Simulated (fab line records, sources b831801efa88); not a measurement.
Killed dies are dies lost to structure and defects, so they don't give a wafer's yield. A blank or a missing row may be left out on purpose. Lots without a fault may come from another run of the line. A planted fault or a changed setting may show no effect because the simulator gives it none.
Tool commonality check | flow gf180mcu | 12 lots, 36 wafers sampled

WHY IT WAS OPENED
At GF_PSD_RS_MEAS_14 the reading NSD_RS is flagged on 2 of 12 lots. Wafers without a fault read 46.11 ohm/sq, standard deviation 0.092.
Rule: a lot is flagged when every wafer of it that has a number lies more than 4 standard deviations from that mean, or none has a number. The other lots count as sound.

lot  | measured     | on            | NSD_RS (ohm/sq), wafer by wafer | flag
L356 | day 15 01:42 | film_metro-01 | 46.09 46.19 46.19               |
L357 | day 15 06:57 | film_metro-04 | 46.14 46.30 46.18               |
L359 | day 15 23:41 | film_metro-04 | 46.11 46.26 46.17               |
L360 | day 16 06:47 | film_metro-03 | 46.09 46.09 46.04               |
L361 | day 16 21:13 | film_metro-03 | 46.07 46.10 46.09               |
L362 | day 17 07:31 | film_metro-04 | 46.27 46.20 46.18               |
L364 | day 17 18:52 | film_metro-04 | 46.21 46.16 46.11               |
L368 | day 19 09:55 | film_metro-01 | 46.09 46.11 46.01               |
L370 | day 20 05:32 | film_metro-03 | 42.20 42.26 42.10               | FLAGGED
L373 | day 20 21:13 | film_metro-04 | 42.20 42.16 42.22               | FLAGGED
L374 | day 21 07:42 | film_metro-04 | 46.06 46.00 46.16               |
L377 | day 22 04:33 | film_metro-03 | 46.08 46.13 46.13               |
The numbers of the flagged lots are 42.19 ohm/sq on average: -3.92 ohm/sq against the usual, or -43 standard deviations.

WHICH TOOL RAN EACH LOT
The record holds 3 process steps before the reading, out of a route of 602 steps. In each cell: the tool, then ch and the chambers that the sampled wafers went through, then the start.
lot  | flag    | GF_HV_LDD_RTA_52                 | GF_HV_LDD_ETCHBACK_58              | GF_PSD_RTA_13
L356 |         | rtp_anneal-02 ch 0, day 13 04:52 | rie_diel-01 ch 1,2, day 13 07:38   | rtp_anneal-02 ch 0, day 15 01:37
L357 |         | rtp_anneal-01 ch 0, day 13 08:58 | rie_diel-01 ch 0,1,3, day 13 11:44 | rtp_anneal-01 ch 0, day 15 06:52
L359 |         | rtp_anneal-01 ch 0, day 14 01:28 | rie_diel-01 ch 2,3, day 14 04:14   | rtp_anneal-01 ch 0, day 15 23:36
L360 |         | rtp_anneal-02 ch 0, day 14 08:23 | rie_diel-02 ch 0,2,3, day 14 11:08 | rtp_anneal-02 ch 0, day 16 06:41
L361 |         | rtp_anneal-02 ch 0, day 14 20:12 | rie_diel-01 ch 1,2, day 15 00:31   | rtp_anneal-02 ch 0, day 16 21:08
L362 |         | rtp_anneal-02 ch 0, day 15 07:10 | rie_diel-03 ch 0,2,3, day 15 10:26 | rtp_anneal-01 ch 0, day 17 07:26
L364 |         | rtp_anneal-01 ch 0, day 15 16:27 | rie_diel-02 ch 2,3, day 15 20:20   | rtp_anneal-02 ch 0, day 17 18:46
L368 |         | rtp_anneal-01 ch 0, day 17 06:04 | rie_diel-03 ch 2,3, day 17 08:47   | rtp_anneal-02 ch 0, day 19 09:49
L370 | FLAGGED | rtp_anneal-02 ch 0, day 18 02:02 | rie_diel-02 ch 2,3, day 18 05:10   | rtp_anneal-02 ch 0, day 20 05:26
L373 | FLAGGED | rtp_anneal-01 ch 0, day 18 16:40 | rie_diel-03 ch 0,2,3, day 18 19:26 | rtp_anneal-02 ch 0, day 20 21:08
L374 |         | rtp_anneal-01 ch 0, day 19 04:28 | rie_diel-02 ch 0,1,2, day 19 07:13 | rtp_anneal-01 ch 0, day 21 07:37
L377 |         | rtp_anneal-02 ch 0, day 20 01:05 | rie_diel-02 ch 0,2,3, day 20 03:50 | rtp_anneal-01 ch 0, day 22 04:28
What these steps do:
- GF_HV_LDD_RTA_52: time 10 s.
- GF_HV_LDD_ETCHBACK_58: etches Si3N4 in CH3F/O2, stops on SiO2, time 100 s, target depth 90 nm.
- GF_PSD_RTA_13: time 20 s.
- GF_PSD_RS_MEAS_14: measures by four-point-probe.

FLAGGED OVER TOTAL, TOOL BY TOOL (the gauges that took the reading come last)
step                  | tool          | lots run | flagged | share of the flagged lots | sound lots run after its first flagged lot
GF_HV_LDD_RTA_52      | rtp_anneal-01 | 6        | 1       | some                      | 1 (L374)
GF_HV_LDD_RTA_52      | rtp_anneal-02 | 6        | 1       | some                      | 1 (L377)
GF_HV_LDD_ETCHBACK_58 | rie_diel-01   | 4        | 0       | none                      | -
GF_HV_LDD_ETCHBACK_58 | rie_diel-02   | 5        | 1       | some                      | 2 (L374,L377)
GF_HV_LDD_ETCHBACK_58 | rie_diel-03   | 3        | 1       | some                      | 0
GF_PSD_RTA_13         | rtp_anneal-01 | 5        | 0       | none                      | -
GF_PSD_RTA_13         | rtp_anneal-02 | 7        | 2       | all                       | 0
GF_PSD_RS_MEAS_14     | film_metro-01 | 2        | 0       | none                      | -
GF_PSD_RS_MEAS_14     | film_metro-03 | 4        | 1       | some                      | 1 (L377)
GF_PSD_RS_MEAS_14     | film_metro-04 | 6        | 1       | some                      | 1 (L374)

WHAT THE TABLE ALLOWS
1 row of the table ran every flagged lot: rtp_anneal-02 at GF_PSD_RTA_13.
- rtp_anneal-02 at GF_PSD_RTA_13: 2 of its 7 lots flagged. Its last sound lot is L368 (day 19 09:49), its first flagged lot L370 (day 20 05:26): a fault that began between those two fits. Its own readings lie more than 4 standard deviations out on every wafer of the flagged lots: wafer_temp_C_max.
One tool is left: rtp_anneal-02 at GF_PSD_RTA_13.

WHAT THE SIMULATOR HAD PUT IN
Process parameter drift: rtp_anneal-02, from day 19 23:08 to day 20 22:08, at GF_PSD_RTA_13. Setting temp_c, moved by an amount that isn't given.
Lots struck among those shown: L370, L373. The rule above found the same.
